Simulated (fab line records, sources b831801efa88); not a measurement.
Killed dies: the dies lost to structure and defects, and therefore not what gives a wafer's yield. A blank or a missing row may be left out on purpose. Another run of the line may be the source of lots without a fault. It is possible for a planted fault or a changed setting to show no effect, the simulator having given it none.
Check for tools in common ; flow gf180mcu ; Sampled: 13 lots, 39 wafers

== WHY IT WAS OPENED ==
GF_VT_IMPLANT_OVL_MEAS_07, reading VT_IMPLANT_OVL: flagged on 2 of 13 lots. Wafers without a fault read 0.5 nm, standard deviation 1.5.
Rule: a lot gets a flag if all its wafers with a number sit over 4 standard deviations from that mean, or if no wafer of it has a number. The rest of the lots are taken to be sound.

lot;measured;on;VT_IMPLANT_OVL (nm), wafer by wafer;flag
L263;day 5 23:17;overlay-02;-2.7 -2.3 -1.4;
L265;day 6 08:20;overlay-01;-1.4 -0.1 0.3;
L264;day 6 09:56;overlay-02;-0.3 -0.3 -1.0;
L272;day 7 20:53;overlay-01;2.4 1.5 1.4;
L273;day 8 03:32;overlay-02;-1.5 -1.0 0.0;
L274;day 8 06:35;overlay-01;2.3 0.6 0.2;
L275;day 8 16:02;overlay-01;2.2 1.8 2.1;
L276;day 8 21:44;overlay-01;0.1 0.2 0.1;
L279;day 9 14:56;overlay-01;-3.1 -1.0 -1.7;
L280;day 10 01:56;overlay-02;-139.3 -140.7 -140.0;FLAGGED
L282;day 10 12:38;overlay-02;-140.3 -140.7 -140.5;FLAGGED
L285;day 11 05:32;overlay-01;1.1 0.6 1.9;
L286;day 11 10:17;overlay-01;2.4 2.6 2.6;
The mean of the flagged lots' numbers is -140.2 nm, -140.8 nm from the usual (-94 standard deviations).

== TOOL THAT RAN EACH LOT ==
2 process steps preceding the reading are held in the record, out of 602 steps in the route. Every cell lists first the tool, next ch and the chambers used by the sampled wafers, and last the start.
lot;flag;GF_DNWELL_STRIP_08;GF_VT_IMPLANT_EXPOSE_04
L263;;plasma_asher-01 ch 0,1, day 3 03:21;iline_stepper-01 ch 0, day 5 17:01
L265;;plasma_asher-03 ch 0,1, day 3 11:53;iline_stepper-01 ch 0, day 6 00:45
L264;;plasma_asher-01 ch 0,1, day 3 12:11;iline_stepper-02 ch 0, day 6 02:35
L272;;plasma_asher-01 ch 0,1, day 4 18:36;iline_stepper-02 ch 0, day 7 13:08
L273;;plasma_asher-04 ch 0,1, day 5 00:23;iline_stepper-01 ch 0, day 7 20:28
L274;;plasma_asher-04 ch 0,1, day 5 03:59;iline_stepper-02 ch 0, day 7 23:13
L275;;plasma_asher-03 ch 0,1, day 5 11:04;iline_stepper-01 ch 0, day 8 07:59
L276;;plasma_asher-01 ch 0,1, day 5 16:46;iline_stepper-01 ch 0, day 8 14:29
L279;;plasma_asher-03 ch 0,1, day 6 07:04;iline_stepper-01 ch 0, day 9 07:01
L280;FLAGGED;plasma_asher-03 ch 0,1, day 6 15:28;iline_stepper-02 ch 0, day 9 17:12
L282;FLAGGED;plasma_asher-03 ch 0,1, day 7 01:31;iline_stepper-02 ch 0, day 10 04:51
L285;;plasma_asher-04 ch 0,1, day 7 15:23;iline_stepper-01 ch 0, day 10 20:56
L286;;plasma_asher-01 ch 0,1, day 7 20:11;iline_stepper-01 ch 0, day 11 01:47
These steps, and what they do:
- GF_DNWELL_STRIP_08: strips in O2/N2.
- GF_VT_IMPLANT_EXPOSE_04: exposes mask LVPWELL LV AREA, target cd 600 nm.
- GF_VT_IMPLANT_OVL_MEAS_07

== FLAGGED OVER TOTAL, TOOL BY TOOL (the gauges that took the reading come last) ==
step;tool;lots run;flagged;share of the flagged lots;sound lots run after its first flagged lot
GF_DNWELL_STRIP_08;plasma_asher-01;5;0;none;-
GF_DNWELL_STRIP_08;plasma_asher-03;5;2;all;0
GF_DNWELL_STRIP_08;plasma_asher-04;3;0;none;-
GF_VT_IMPLANT_EXPOSE_04;iline_stepper-01;8;0;none;-
GF_VT_IMPLANT_EXPOSE_04;iline_stepper-02;5;2;all;0
GF_VT_IMPLANT_OVL_MEAS_07;overlay-01;8;0;none;-
GF_VT_IMPLANT_OVL_MEAS_07;overlay-02;5;2;all;0

== WHAT IS ALLOWED BY THE TABLE ==
Rows of the table that ran every flagged lot, 3 in all: plasma_asher-03 at GF_DNWELL_STRIP_08, iline_stepper-02 at GF_VT_IMPLANT_EXPOSE_04, overlay-02 at GF_VT_IMPLANT_OVL_MEAS_07.
- plasma_asher-03 at GF_DNWELL_STRIP_08 ran 5 lots, 2 of them flagged. A fault beginning between L279 (day 6 07:04), its last sound lot, and L280 (day 6 15:28), its first flagged one, fits the data.
- iline_stepper-02 at GF_VT_IMPLANT_EXPOSE_04 ran 5 lots, 2 of them flagged. A fault beginning between L274 (day 7 23:13), its last sound lot, and L280 (day 9 17:12), its first flagged one, fits the data.
- overlay-02 at GF_VT_IMPLANT_OVL_MEAS_07 ran 5 lots, 2 of them flagged. A fault beginning between L273 (day 8 03:32), its last sound lot, and L280 (day 10 01:56), its first flagged one, fits the data.
Counting lots can't tell these 3 tools apart, because each fits a fault that began at some hour. More lots, or a look at what each step does to the wafer, might.

== WHAT THE SIMULATOR HAD INSERTED ==
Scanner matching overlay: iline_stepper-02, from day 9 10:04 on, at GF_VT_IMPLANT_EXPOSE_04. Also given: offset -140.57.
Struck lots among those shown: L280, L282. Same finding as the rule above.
